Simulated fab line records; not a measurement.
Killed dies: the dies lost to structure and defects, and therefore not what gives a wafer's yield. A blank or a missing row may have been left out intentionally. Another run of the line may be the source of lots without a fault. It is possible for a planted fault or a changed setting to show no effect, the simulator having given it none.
Which tool did it?	flow sky130	6 lots, 18 wafers sampled, at 1 step of a route of 708

== WHAT THE GAUGES READ, wafer by wafer ==
SKY_VIA2_THK_MEAS_01.
lot	measured	on	VIA2_HDPCVD_THK (nm)
L949	day 35 10:07	film-metro-01	1183 1204 1204
L951	day 36 01:37	film-metro-01	1170 1183 1192
L953	day 36 21:47	film-metro-04	1201 1203 1212
L956	day 37 13:26	film-metro-04	1167 1208 1181
L964	day 40 03:58	film-metro-01	1191 1194 1203
L970	day 41 17:44	film-metro-02	1210 1209 1209

== WHICH TOOL RAN EACH LOT (tool, then ch and the chambers of the sampled wafers, then the start) ==
Before these readings, the record contains no process step.

== THE ANSWER, worked out from the rows above alone ==
Rule: the lots themselves supply what counts as usual. Put in order of their means at a reading, lots are off if they are a third of the lots or fewer, leave a main group of 4 or more, and stand apart from it by a gap of 3 or more times the standard deviation of the main group's means; of several such gaps the widest counts. Not used: any main group whose means are identical at the precision the tables above print for the reading. Also off: a lot with no number at a reading for which 4 or more lots have one. Any other lot the step has rows for is counted as sound.
Across all readings shown, no lot is off: no conclusion can be drawn from this.

== WHAT HAD BEEN PUT IN BY THE SIMULATOR ==
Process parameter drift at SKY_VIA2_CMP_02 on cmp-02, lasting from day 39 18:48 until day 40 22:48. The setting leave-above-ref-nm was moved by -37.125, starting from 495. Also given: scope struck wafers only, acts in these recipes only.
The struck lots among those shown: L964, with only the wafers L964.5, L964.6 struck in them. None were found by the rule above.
